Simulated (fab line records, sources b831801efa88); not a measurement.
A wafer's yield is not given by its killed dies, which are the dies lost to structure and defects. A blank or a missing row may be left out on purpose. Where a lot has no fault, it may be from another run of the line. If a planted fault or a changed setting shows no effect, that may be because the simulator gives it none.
Matching of chambers -- flow gf180mcu -- 4 sister chambers for GF_POLY_GATE_ETCH_12 on rie-diel-04
The step etches BARC in N2/H2. 22 wafers are shown with their chamber, then 11 later ones without.

EACH WAFER AND ITS CHAMBER
wafer,chamber,drypump-motor-current-A (A),throttle-valve-pct (%),oes-product-au (a.u.)
L074.2,0,4.7,13.218,0.738
L074.3,1,5.3,13.219,0.736
L074.5,0,4.7,13.226,0.740
L075.1,1,5.4,13.209,0.735
L075.2,2,6.2,13.227,0.736
L075.3,0,4.7,13.217,0.740
L079.3,0,4.7,13.222,0.728
L079.5,2,6.3,13.216,0.734
L079.6,1,5.3,13.209,0.719
L080.3,3,5.3,13.217,0.729
L080.4,1,5.3,13.201,0.733
L080.6,2,6.2,13.218,0.727
L081.3,2,6.2,13.191,0.733
L081.4,1,5.4,13.211,0.742
L081.6,0,4.7,13.228,0.734
L086.1,3,5.3,13.213,0.731
L086.3,1,5.3,13.208,0.741
L086.5,3,5.3,13.214,0.749
L090.1,1,5.3,13.209,0.739
L090.3,3,5.2,13.215,0.741
L090.4,0,4.7,13.216,0.743
L091.1,2,6.3,13.187,0.740

SIGNATURES (averages over the wafers above)
reading,chamber 0,chamber 1,chamber 2,chamber 3,scatter within a chamber
drypump-motor-current-A,4.700,5.329,6.240,5.275,0.0433
throttle-valve-pct,13.22117,13.20943,13.20780,13.21475,0.0093
oes-product-au,0.73717,0.73500,0.73400,0.73750,0.0069
Rule: for a wafer and a chamber, the distance is found by dividing, reading by reading, the gap between the wafer's reading and the chamber's mean by the reading's scatter, squaring, summing and taking the root. The wafer belongs to the nearest chamber; if the next one is less than 2 further off, it can't be placed. The scatter is the square root of a quotient: the sum, over the shown wafers, of each reading's squared deviation from its chamber's mean, divided by wafers minus chambers.

WAFERS WITHOUT THEIR CHAMBER
wafer,drypump-motor-current-A (A),throttle-valve-pct (%),oes-product-au (a.u.)
L091.4,4.7,13.213,0.728
L091.5,4.7,13.209,0.743
L092.4,6.2,13.219,0.732
L092.5,5.3,13.206,0.737
L092.6,6.2,13.209,0.735
L093.2,5.3,13.222,0.740
L093.3,5.3,13.208,0.743
L093.6,4.7,13.215,0.730
L096.1,5.3,13.203,0.732
L096.3,4.7,13.206,0.738
L096.4,5.4,13.208,0.735

WHICH CHAMBER EACH ONE RAN IN
wafer,from the rows above,in truth
L091.4,0,0
L091.5,0,0
L092.4,2,2
L092.5,can't be placed: 1 or 3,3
L092.6,2,2
L093.2,can't be placed: 3 or 1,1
L093.3,can't be placed: 3 or 1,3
L093.6,0,0
L096.1,can't be placed: 1 or 3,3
L096.3,0,0
L096.4,can't be placed: 1 or 3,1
Correctly placed: 6 of 11. Not placeable from these rows: 5 (in 5, the candidates include the true chamber). Number placed wrongly: 0.
